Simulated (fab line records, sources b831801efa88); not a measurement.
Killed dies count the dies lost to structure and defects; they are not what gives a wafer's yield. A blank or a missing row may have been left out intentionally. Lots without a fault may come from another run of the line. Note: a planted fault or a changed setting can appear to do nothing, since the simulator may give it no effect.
Which tool was responsible?    flow sky130    12 lots, 36 wafers sampled, at 5 steps of a route of 708

WHAT THE GAUGES READ, wafer by wafer
SKY_POLY_GATE_CD_MEAS_22.
lot   measured      on         cd nm (nm)
L276  day 16 02:56  cd sem-01  144.5 143.5 150.3
L277  day 16 06:23  cd sem-02  147.6 148.4 149.2
L282  day 19 02:50  cd sem-02  149.9 151.7 149.1
L287  day 21 01:11  cd sem-02  154.3 148.5 146.1
L286  day 21 04:11  cd sem-01  148.9 149.6 151.9
L289  day 21 19:05  cd sem-01  154.9 152.9 150.9
L292  day 22 10:22  cd sem-02  147.7 143.8 151.7
L293  day 22 13:53  cd sem-02  151.4 150.4 151.6
L295  day 23 09:47  cd sem-01  149.8 148.6 148.4
L294  day 23 13:53  cd sem-02  147.3 151.6 151.2
L296  day 23 19:54  cd sem-01  153.8 152.8 155.4
L298  day 24 06:00  cd sem-02  147.6 151.0 152.7

SKY_LDD_N_TW_MEAS_17.
lot   measured      on             LDD_N_TW
L276  day 17 09:09  film metro-03  2557 2557 2555
L277  day 17 12:06  film metro-01  2537 2546 2562
L282  day 20 10:49  film metro-04  2545 2537 2542
L287  day 22 09:48  film metro-01  2544 2550 2563
L286  day 22 11:43  film metro-03  2570 2593 2579
L289  day 23 02:13  film metro-01  2575 2568 2557
L292  day 23 17:36  film metro-04  2554 2549 2544
L293  day 23 21:46  film metro-04  2540 2547 2548
L295  day 24 17:14  film metro-01  2553 2547 2553
L294  day 24 20:25  film metro-04  2545 2568 2546
L296  day 25 03:15  film metro-01  2563 2568 2566
L298  day 25 12:55  film metro-01  2570 2568 2573

SKY_LDD_LDN_TW_MEAS_13.
lot   measured      on             LDD_LDN_TW
L276  day 22 10:25  film metro-03  1480 1484 1488
L277  day 22 13:58  film metro-04  1458 1460 1460
L282  day 25 12:37  film metro-03  1466 1471 1462
L287  day 27 10:20  film metro-03  1429 1421 1418
L286  day 27 11:31  film metro-04  1428 1429 1432
L289  day 28 00:49  film metro-01  1463 1457 1456
L292  day 28 14:51  film metro-03  1450 1453 1448
L293  day 28 18:06  film metro-04  1468 1462 1475
L295  day 29 12:46  film metro-04  1469 1472 1461
L294  day 29 14:18  film metro-04  1470 1456 1462
L296  day 29 21:24  film metro-03  1455 1461 1458
L298  day 30 05:37  film metro-03  1457 1458 1460

EACH LOT AND THE TOOL THAT RAN IT (in order: tool; ch and the chambers of the sampled wafers; start)
lot   SKY_LDD_LDN_IMPLANT_08           SKY_LDD_LDN_STRIP_12
L276  implanter-02 ch 0, day 22 09:43  plasma asher-04 ch 0,1, day 22 10:19
L277  implanter-01 ch 0, day 22 13:16  plasma asher-02 ch 0,1, day 22 13:52
L282  implanter-02 ch 0, day 25 11:56  plasma asher-04 ch 0,1, day 25 12:31
L287  implanter-02 ch 0, day 27 09:38  plasma asher-02 ch 1, day 27 10:14
L286  implanter-02 ch 0, day 27 10:51  plasma asher-03 ch 0,1, day 27 11:26
L289  implanter-01 ch 0, day 28 00:08  plasma asher-04 ch 0,1, day 28 00:42
L292  implanter-01 ch 0, day 28 14:09  plasma asher-03 ch 0,1, day 28 14:45
L293  implanter-01 ch 0, day 28 17:24  plasma asher-04 ch 0,1, day 28 18:00
L295  implanter-01 ch 0, day 29 12:06  plasma asher-02 ch 0,1, day 29 12:41
L294  implanter-01 ch 0, day 29 13:36  plasma asher-04 ch 0,1, day 29 14:12
L296  implanter-04 ch 0, day 29 20:42  plasma asher-04 ch 0,1, day 29 21:18
L298  implanter-04 ch 0, day 30 04:55  plasma asher-02 ch 0,1, day 30 05:31
- SKY_LDD_LDN_IMPLANT_08
- SKY_LDD_LDN_STRIP_12: strips in O2/N2.

AS READ BY THE TOOLS THEMSELVES (means over the sampled wafers that have a number; for cases with no such wafer, the mark the record gives instead)
SKY_LDD_LDN_IMPLANT_08.
lot   tool          dose ions cm2  end station pressure torr (Torr)  faraday current uA
L276  implanter-02  1.2512e+13     5.34e-06                          70.3
L277  implanter-01  1.2498e+13     5.23e-06                          70.1
L282  implanter-02  1.2487e+13     5.08e-06                          70.6
L287  implanter-02  9.0690e+12     4.92e-06                          51.4
L286  implanter-02  9.0513e+12     4.96e-06                          50.1
L289  implanter-01  1.2494e+13     5.00e-06                          71.4
L292  implanter-01  1.2495e+13     4.94e-06                          70.4
L293  implanter-01  1.2503e+13     4.81e-06                          70.9
L295  implanter-01  1.2491e+13     4.82e-06                          69.0
L294  implanter-01  1.2506e+13     4.69e-06                          72.4
L296  implanter-04  1.2512e+13     4.81e-06                          70.6
L298  implanter-04  1.2509e+13     4.93e-06                          69.9

SKY_LDD_LDN_STRIP_12.
lot   tool             drypump motor current A (A)  oes product au (a.u.)  strip time to endpoint s (s)
L276  plasma asher-04  6.18                         0.713                  14.15
L277  plasma asher-02  5.65                         0.716                  14.18
L282  plasma asher-04  6.19                         0.713                  14.17
L287  plasma asher-02  5.56                         0.714                  14.10
L286  plasma asher-03  6.24                         0.718                  14.14
L289  plasma asher-04  6.09                         0.717                  14.13
L292  plasma asher-03  6.24                         0.717                  14.18
L293  plasma asher-04  6.19                         0.713                  14.20
L295  plasma asher-02  5.78                         0.716                  14.09
L294  plasma asher-04  6.20                         0.713                  14.09
L296  plasma asher-04  6.11                         0.713                  14.08
L298  plasma asher-02  5.67                         0.717                  14.13

THE ANSWER, worked out from the rows above alone
Rule: the usual values come from the lots themselves. Put in order of their means at a reading, lots are off if they are a third of the lots or fewer, leave a main group of 4 or more, and stand apart from it by a gap of 3 or more times the standard deviation of the main group's means; of several such gaps the widest counts. A main group whose means are all the same, to the digits that the tables above print for the reading, isn't used. Also off: a lot with no number at a reading for which 4 or more lots have one. All remaining lots with rows at the step are treated as sound. After the gauges, taken in route order, come the tools' own readings; for these a lot's mean is taken, as printed above. The first step at which some lot is off is used, and at that step the reading that is off furthest; a lot without a number counts as furthest.
Off: L287, L286 (SKY_LDD_LDN_IMPLANT_08, dose ions cm2). For the main group the mean is 1.2501e+13 and the standard deviation 8.5e+09.
If a tool, at that step or one of the process steps before it, ran each lot that is off and ran no sound lot following the first of them, it fits. One fits: implanter-02 at SKY_LDD_LDN_IMPLANT_08. A fault onset in the window from L282 (day 25 11:56, its last sound lot) to L287 (day 27 09:38, its first lot off) fits.
The tool's own readings at SKY_LDD_LDN_IMPLANT_08 bear it out: on the lots that are off they differ by more than 5 times the standard deviation of the sound lots' means. dose ions cm2 reads 9.0602e+12 there against 1.2501e+13 on the sound lots; faraday current uA reads 50.8 there against 70.6 on the sound lots.

WHAT WAS PUT IN BY THE SIMULATOR
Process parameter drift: implanter-02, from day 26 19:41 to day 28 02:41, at SKY_LDD_LDN_IMPLANT_08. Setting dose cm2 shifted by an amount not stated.
Struck lots among those shown: L287, L286. The rule above reached the same finding.
